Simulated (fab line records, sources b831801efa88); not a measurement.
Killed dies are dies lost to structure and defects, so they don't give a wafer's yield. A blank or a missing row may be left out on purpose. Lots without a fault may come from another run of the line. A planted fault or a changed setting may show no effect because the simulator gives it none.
A struck lot beside a sound one | flow sky130 | 15 steps out of a route of 708
Sound: wafers L669.1, L669.4, L669.5. Struck: wafer L673.5. (L673.1, L673.3 of the same lot were not struck and are left out.) The cause comes at the end.
At each step with rows: each side's tool, then ch and its chambers, then its first start. Under that, the readings that differ: sound wafers | struck wafers | difference of the means | sigmas: that difference in standard deviations of wafers without a fault.
alike: readings whose means differ by less than 2 such deviations, and words and numbers that are the same on both sides. not compared: withheld readings, readings that some wafer has no value for, bounds like >300 that may hide the same value, and numbers for which the record gives no deviation and whose values overlap.
The two part at a step that has a row with sigmas, a row that says differs or no value, or rows on one side only. Numbers that don't overlap but have no deviation are shown without sigmas and don't part them. A reading that every wafer of one side lacks parts them only if that side has two wafers or more.

SKY_VIA2_CMP_02: polishes SiO2.
  sound on cmp-02 ch 0,2, day 38 13:59; struck on cmp-02 ch 2, day 39 17:20
  alike: motor_current_A
SKY_VIA2_BOW_MEAS_03:
  sound on film_metro-01, day 38 14:17; struck on film_metro-03, day 39 17:38
  alike: VIA2_BOW
then, 8 steps without rows for these wafers: SKY_VIA2_DEHYDRATE_04 (time 60 s); SKY_VIA2_HMDS_05 (prime time 60 s); SKY_VIA2_COAT_06 (resist thk 60 nm); SKY_VIA2_COAT_07 (resist thk 450 nm); SKY_VIA2_SOFTBAKE_08 (time 90 s); SKY_VIA2_EXPOSE_09 (exposes mask VIM2, target cd 200 nm); SKY_VIA2_PEB_10; SKY_VIA2_DEVELOP_11 (develop time 60 s).
SKY_VIA2_CD_MEAS_12: target cd 200 nm.
  sound on cd_sem-01, day 39 16:48; struck on cd_sem-02, day 40 19:27
  reading    | sound             | struck | difference | sigmas
  cd_nm (nm) | 198.5 198.2 198.8 | 201.7  | +3.2       | +2
SKY_VIA2_OVL_MEAS_13:
  sound on overlay-01, day 39 16:55; struck on overlay-01, day 40 19:34
  alike: VIA2_OVL
SKY_VIA2_ETCH_14: etches BARC in N2/H2, stops on SiO2, time 45.9 s, target depth 60 nm.
  sound on rie_diel-03 ch 0,1,3, day 39 16:58; struck on rie_diel-04 ch 0, day 40 19:37
  reading                                     | sound             | struck | difference | sigmas
  oes_product_au (a.u.)                       | 0.852 0.854 0.854 | 0.941  | +0.088     | +20
  run_length_s (s)                            | 74.9 74.3 73.8    | 69.8   | -4.5       | -13
  model.KrF-thick_of_VIA2_COAT_07.thk_nm (nm) | 393.2 392.5 392.2 | 396.4  | +3.8       |
  alike: drypump_motor_current_A, throttle_valve_pct
  not compared: rf_hours_counter_h
SKY_VIA2_ETCH_15: etches SiO2 in C4F8/O2/Ar, stops on TiN, target depth 546 nm, time 84 s.
  sound on rie_diel-03 ch 0,1,3, day 39 17:00; struck on rie_diel-04 ch 0, day 40 19:39
  reading                                     | sound             | struck | difference | sigmas
  model.KrF-thick_of_VIA2_COAT_07.thk_nm (nm) | 283.2 283.3 281.9 | 287.2  | +4.4       |
  alike: oes_product_au, run_length_s
  not compared: rf_hours_counter_h
SKY_VIA2_STRIP_16: strips in O2/N2.
  sound on plasma_asher-01 ch 1, day 39 17:04; struck on plasma_asher-03 ch 0, day 40 19:43
  alike: drypump_motor_current_A, oes_product_au, strip_time_to_endpoint_s
  not compared: rf_hours_counter_h

WHERE THEY PART
First at SKY_VIA2_CD_MEAS_12; last, within this record, at SKY_VIA2_ETCH_14. Later steps at which nothing parts them and some readings are alike: SKY_VIA2_ETCH_15, SKY_VIA2_STRIP_16.

WHY: what the simulator had put in
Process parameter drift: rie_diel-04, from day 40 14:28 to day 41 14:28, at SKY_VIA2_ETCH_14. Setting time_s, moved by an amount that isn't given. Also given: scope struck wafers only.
